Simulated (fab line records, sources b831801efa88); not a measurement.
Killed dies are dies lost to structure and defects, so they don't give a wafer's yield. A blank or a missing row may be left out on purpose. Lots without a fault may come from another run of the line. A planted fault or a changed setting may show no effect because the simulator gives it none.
fab line records | flow sky130
record lots=14 wafers=40 last_day=50
route steps=708 shown LOCAL_INTERCONNECT@397 CONTACT@429 METAL1@439
lots that met no fault: from a run of the same line without faults
start_h: hours from the record's first day to the start of the lot's first wafer shown | wait_h: hours since the lot's step before | " the same as in the row above | L1.1+2: a row that stands for several wafers | - no value, or no start given | * or withheld: withheld | < > ~ a bound
route shown NAME@n: a module of which the file shows steps, and the number in the route of the first | usual: mean/standard deviation of fault-free wafers | same: alike in all rows | chamber/n: place in a boat | sites: the reading at each site | _std_site: their standard deviation | _edge_site: outer sites' mean less inner sites' | radius_mm: how far each site lies from the wafer's centre | mask NAME#n: copy n | behind: the tool/chamber that last shaped the wafer | hold: why the lot was held/for how many hours/how that ended | device: the transistor (n, p or np) that didn't switch | end of line: the same wafers' tests at the end of the route | a step without rows: its recipe alone | killed: dies lost to structure and defects at the first sort, not the wafer's yield | map: a wafer's dies, x killed, . not, _ none there
set.NAME: the setting as run; set.NAME@STEP: as run at that earlier step | model.NAME: the simulator's own value behind a step, which no gauge read
steps of the route over a sample of lots; a table a step, a row a wafer
services: from which hour (start_h, from the record's first day; less than 0 if before it) a tool's chamber was out of use, for how many hours, and why
## steps
# step SKY_LOCAL_INTERCONNECT_DEVELOP_10
# recipe develop_time_s=60 resist=KrF-thick dev_temp_c=21
# columns lot.wafer tool chamber start_h wait_h
L358.2+3+5 litho_track-04 0 708 -
L359.4+5+6 litho_track-04 0 714 -
L363.2+6 litho_track-03 0 753 -
L365.1+2 litho_track-03 0 768 -
L371.1+2+6 litho_track-04 0 812 -
L372.2+4+5 litho_track-04 0 816 -
L373.2+3+6 litho_track-04 0 818 -
L374.2+4+5 litho_track-04 0 831 -
L375.4+5+6 litho_track-02 0 838 -
L376.3+4+6 litho_track-03 0 846 -
L377.1+5+6 litho_track-04 0 851 -
L378.1+2+3 litho_track-02 0 858 -
L380.2+4+6 litho_track-02 0 869 -
L381.1+3+6 litho_track-03 0 875 -
# step SKY_LOCAL_INTERCONNECT_CD_MEAS_11
# recipe target_cd_nm=170
# usual cd_nm=170.1/1.5
# columns lot.wafer tool chamber start_h wait_h cd_nm
L358.2 cd_sem-02 - 708.99 - 168.1
L358.3 " - " " 168.8
L358.5 " - " " 167.7
L359.4 cd_sem-01 - 714.33 - 171.7
L359.5 " - " " 169.8
L359.6 " - " " 171.3
L363.2 cd_sem-01 - 753.19 - 169.7
L363.6 " - " " 180.9
L365.1 cd_sem-01 - 768.57 - 182.0
L365.2 " - " " 168.7
L371.1 cd_sem-02 - 812.37 - 169.0
L371.2 " - " " 168.3
L371.6 " - " " 169.2
L372.2 cd_sem-02 - 816.44 - 168.6
L372.4 " - " " 169.1
L372.5 " - " " 170.4
L373.2 cd_sem-01 - 818.99 - 169.2
L373.3 " - " " 169.8
L373.6 " - " " 170.6
L374.2 cd_sem-01 - 831.59 - 171.2
L374.4 " - " " 170.9
L374.5 " - " " 171.8
L375.4 cd_sem-01 - 838.79 - 168.5
L375.5 " - " " 169.4
L375.6 " - " " 168.3
L376.3 cd_sem-02 - 847.01 - 172.5
L376.4 " - " " 173.1
L376.6 " - " " 173.2
L377.1 cd_sem-02 - 851.28 - 171.2
L377.5 " - " " 170.9
L377.6 " - " " 173.2
L378.1 cd_sem-01 - 858.98 - 168.7
L378.2 " - " " 169.2
L378.3 " - " " 167.7
L380.2 cd_sem-01 - 869.55 - 170.4
L380.4 " - " " 169.4
L380.6 " - " " 168.9
L381.1 cd_sem-02 - 875.82 - 171.1
L381.3 " - " " 168.6
L381.6 " - " " 171.3
# step SKY_LOCAL_INTERCONNECT_OVL_MEAS_12
# usual LOCAL_INTERCONNECT_OVL=-4/5.4
# columns lot.wafer tool chamber start_h wait_h LOCAL_INTERCONNECT_OVL[nm]
L358.2 overlay-01 - 709.09 0.1 -1
L358.3 " - " " -1
L358.5 " - " " 3
L359.4 overlay-01 - 714.40 0.1 -14
L359.5 " - " " 0
L359.6 " - " " -12
L363.2 overlay-01 - 753.29 0.1 -3
L363.6 " - " " -12
L365.1 overlay-02 - 768.69 0.1 -3
L365.2 " - " " 1
L371.1 overlay-02 - 812.49 0.1 -2
L371.2 " - " " 4
L371.6 " - " " 0
L372.2 overlay-01 - 816.54 0.1 -5
L372.4 " - " " -4
L372.5 " - " " -11
L373.2 overlay-01 - 819.09 0.1 -12
L373.3 " - " " -12
L373.6 " - " " -12
L374.2 overlay-02 - 831.69 0.1 -4
L374.4 " - " " 4
L374.5 " - " " -5
L375.4 overlay-01 - 838.87 0.1 -8
L375.5 " - " " -4
L375.6 " - " " -12
L376.3 overlay-02 - 847.10 0.1 -7
L376.4 " - " " -13
L376.6 " - " " -11
L377.1 overlay-02 - 851.40 0.1 -3
L377.5 " - " " 2
L377.6 " - " " 3
L378.1 overlay-02 - 859.10 0.1 -4
L378.2 " - " " -7
L378.3 " - " " -6
L380.2 overlay-02 - 869.66 0.1 -1
L380.4 " - " " 2
L380.6 " - " " -3
L381.1 overlay-02 - 875.94 0.1 -9
L381.3 " - " " -4
L381.6 " - " " -1
# step SKY_CONTACT_SPUTTER_23
# recipe material=TiN target_thk_nm=20 chamber_pressure_pa=5 power_w=4000 time_s=80
# usual chamber_pressure_pa=5.000/0.01 throttle_valve_pct=30.3/1.1
# columns lot.wafer tool chamber start_h wait_h chamber_pressure_pa throttle_valve_pct
L358.2 pvd_sputter-02 - 738.69 0.0 4.982 30.8
L358.3 " - " " 4.997 28.6
L358.5 " - " " 4.996 28.9
L359.4 pvd_sputter-04 - 743.81 0.0 5.015 31.0
L359.5 " - " " 4.991 31.4
L359.6 " - " " 4.991 31.9
L363.2 pvd_sputter-02 - 782.69 0.0 5.007 30.7
L363.6 " - " " 5.022 29.4
L365.1 pvd_sputter-01 - 797.65 0.0 5.016 28.7
L365.2 " - " " 5.003 31.2
L371.1 pvd_sputter-04 - 841.05 0.0 5.025 31.1
L371.2 " - " " 5.007 32.0
L371.6 " - " " 5.005 30.8
L372.2 pvd_sputter-01 - 845.04 0.0 5.021 31.0
L372.4 " - " " 4.993 29.7
L372.5 " - " " 5.005 28.7
L373.2 pvd_sputter-02 - 847.16 0.0 5.015 29.4
L373.3 " - " " 5.004 30.8
L373.6 " - " " 5.008 29.3
L374.2 pvd_sputter-01 - 859.21 0.0 5.001 30.8
L374.4 " - " " 5.006 29.5
L374.5 " - " " 5.021 28.7
L375.4 pvd_sputter-04 - 867.00 0.0 4.974 31.1
L375.5 " - " " 4.994 30.9
L375.6 " - " " 5.004 31.9
L376.3 pvd_sputter-02 - 875.46 0.0 4.994 31.4
L376.4 " - " " 5.007 28.6
L376.6 " - " " 4.998 31.4
L377.1 pvd_sputter-02 - 879.44 0.0 4.988 29.6
L377.5 " - " " 4.990 30.9
L377.6 " - " " 4.988 28.8
L378.1 pvd_sputter-04 - 886.95 0.0 5.014 30.8
L378.2 " - " " 4.989 29.0
L378.3 " - " " 5.003 31.2
L380.2 pvd_sputter-01 - 897.82 0.0 4.982 30.0
L380.4 " - " " 4.991 29.4
L380.6 " - " " 5.000 29.9
L381.1 pvd_sputter-02 - 904.74 0.0 5.001 31.3
L381.3 " - " " 4.996 28.8
L381.6 " - " " 5.008 31.3
# step SKY_METAL1_RS_MEAS_05
# recipe thk_meas_gauge=four-point-probe reads=TiN_of_METAL1_SPUTTER_04+Ti_of_METAL1_SPUTTER_03+AlCu_of_METAL1_SPUTTER_02+TiN_of_METAL1_SPUTTER_01+Ti_of_METAL1_SPUTTER_00
# usual METAL1_ALCU_RS=0.1270/0.0014
# columns lot.wafer tool chamber start_h wait_h METAL1_ALCU_RS[ohm/sq]
L358.2 film_metro-02 - 739.50 0.0 0.1259
L358.3 " - " " 0.1248
L358.5 " - " " 0.1264
L359.4 film_metro-01 - 744.66 0.1 0.1266
L359.5 " - " " 0.1253
L359.6 " - " " 0.1284
L363.2 film_metro-03 - 783.50 0.0 0.1274
L363.6 " - " " 0.1257
L365.1 film_metro-03 - 798.44 0.0 0.1255
L365.2 " - " " 0.1259
L371.1 film_metro-02 - 841.84 0.0 0.1262
L371.2 " - " " 0.1265
L371.6 " - " " 0.1263
L372.2 film_metro-03 - 845.85 0.0 0.1292
L372.4 " - " " 0.1264
L372.5 " - " " 0.1254
L373.2 film_metro-02 - 847.97 0.0 0.1283
L373.3 " - " " 0.1277
L373.6 " - " " 0.1300
L374.2 film_metro-03 - 860.02 0.0 0.1277
L374.4 " - " " 0.1282
L374.5 " - " " 0.1267
L375.4 film_metro-03 - 867.85 0.1 0.1279
L375.5 " - " " 0.1271
L375.6 " - " " 0.1274
L376.3 film_metro-02 - 876.29 0.1 0.1253
L376.4 " - " " 0.1276
L376.6 " - " " 0.1255
L377.1 film_metro-02 - 880.24 0.0 0.1288
L377.5 " - " " 0.1282
L377.6 " - " " 0.1279
L378.1 film_metro-03 - 887.74 0.0 0.1259
L378.2 " - " " 0.1267
L378.3 " - " " 0.1263
L380.2 film_metro-01 - 898.63 0.0 0.1269
L380.4 " - " " 0.1256
L380.6 " - " " 0.1258
L381.1 film_metro-01 - 905.53 0.0 0.1278
L381.3 " - " " 0.1266
L381.6 " - " " 0.1274
## services
# columns tool chamber start_h hours kind
pvd_sputter-02 - 696.34 2.9 repair
pvd_sputter-02 - 706.88 6.1 repair
pvd_sputter-04 - 717.29 2.5 repair
pvd_sputter-04 - 785.26 3.4 repair
pvd_sputter-04 - 815.04 4.4 repair
## key
first_sign step=SKY_LOCAL_INTERCONNECT_CD_MEAS_11 reading=cd_nm direction=up sigmas=7.6 usual=170.1 struck=181.4
effect none on later readings
met_at SKY_LOCAL_INTERCONNECT_DEVELOP_10
struck_lots L363,L365
struck_wafers L363.6,L365.1
tester_left_out L363,L365
not_acting_at SKY_LOCAL_INTERCONNECT_OVL_MEAS_12,SKY_CONTACT_SPUTTER_23,SKY_METAL1_RS_MEAS_05
fault kind=process_parameter_drift tool=litho_track-03 chamber=- onset_h=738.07 steps=SKY_LOCAL_INTERCONNECT_DEVELOP_10 channel=develop_time_s offset=* shape=step end_h=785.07 scope=struck_wafers_only acts_in=* stated=*
# tester_left_out: of these lots the tester's yield and bins aren't shown, on N5 and GAA mostly nor the transistor test; their killed dies are dies lost to structure and defects alone, not to doping, threshold or leakage, so they don't give the yield
